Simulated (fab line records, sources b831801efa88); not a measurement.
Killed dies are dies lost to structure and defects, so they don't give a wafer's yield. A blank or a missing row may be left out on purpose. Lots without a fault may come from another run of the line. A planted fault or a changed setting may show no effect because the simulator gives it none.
Chamber matching | flow gf180mcu | GF_STI_ETCH_13 on rie_diel-04: 4 sister chambers
The step etches the open film in CHF3/O2, stops on Si, target depth 282.31 nm, time 112.9 s. 8 wafers are shown with their chamber, then 9 later ones without.

WAFERS WITH THEIR CHAMBER
wafer  | chamber | drypump_motor_current_A (A) | oes_product_au (a.u.)
L074.4 | 2       | 6.1                         | 0.832
L080.5 | 1       | 5.6                         | 0.834
L086.5 | 2       | 6.1                         | 0.831
L086.6 | 1       | 5.6                         | 0.835
L088.6 | 0       | 5.9                         | 0.842
L091.2 | 0       | 6.0                         | 0.825
L091.3 | 3       | 5.7                         | 0.820
L091.6 | 3       | 5.7                         | 0.823

WAFERS WITHOUT THEIR CHAMBER
wafer  | drypump_motor_current_A (A) | oes_product_au (a.u.)
L092.1 | 5.6                         | 0.834
L092.2 | 6.0                         | 0.829
L092.3 | 6.1                         | 0.828
L095.1 | 6.0                         | 0.818
L095.3 | 6.1                         | 0.829
L095.4 | 5.6                         | 0.821
L097.1 | 5.8                         | 0.831
L097.2 | 6.1                         | 0.826
L097.6 | 6.1                         | 0.832

WHICH CHAMBER EACH WENT THROUGH
wafer  | from the rows above     | in truth
L092.1 | 1                       | 1
L092.2 | can't be placed: 0 or 2 | 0
L092.3 | 2                       | 2
L095.1 | can't be placed: 0 or 2 | 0
L095.3 | 2                       | 2
L095.4 | can't be placed: 1 or 3 | 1
L097.1 | can't be placed: 3 or 0 | 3
L097.2 | 2                       | 2
L097.6 | 2                       | 2
Placed correctly: 5 of 9. Can't be placed from these rows: 4 (the true chamber is among the candidates in 4). Placed wrongly: 0.
How it was worked out, from the rows above alone: a wafer's distance from a chamber is the root of the sum, over the readings, of the square of ((its reading less the chamber's mean) divided by the reading's scatter). The wafer belongs to the nearest chamber; if the next one is less than 2 further off, it can't be placed. A chamber's mean is the mean of its shown wafers. The scatter: the root of (the sum of the squares of (reading less its chamber's mean) over the shown wafers, divided by (wafers less chambers)).
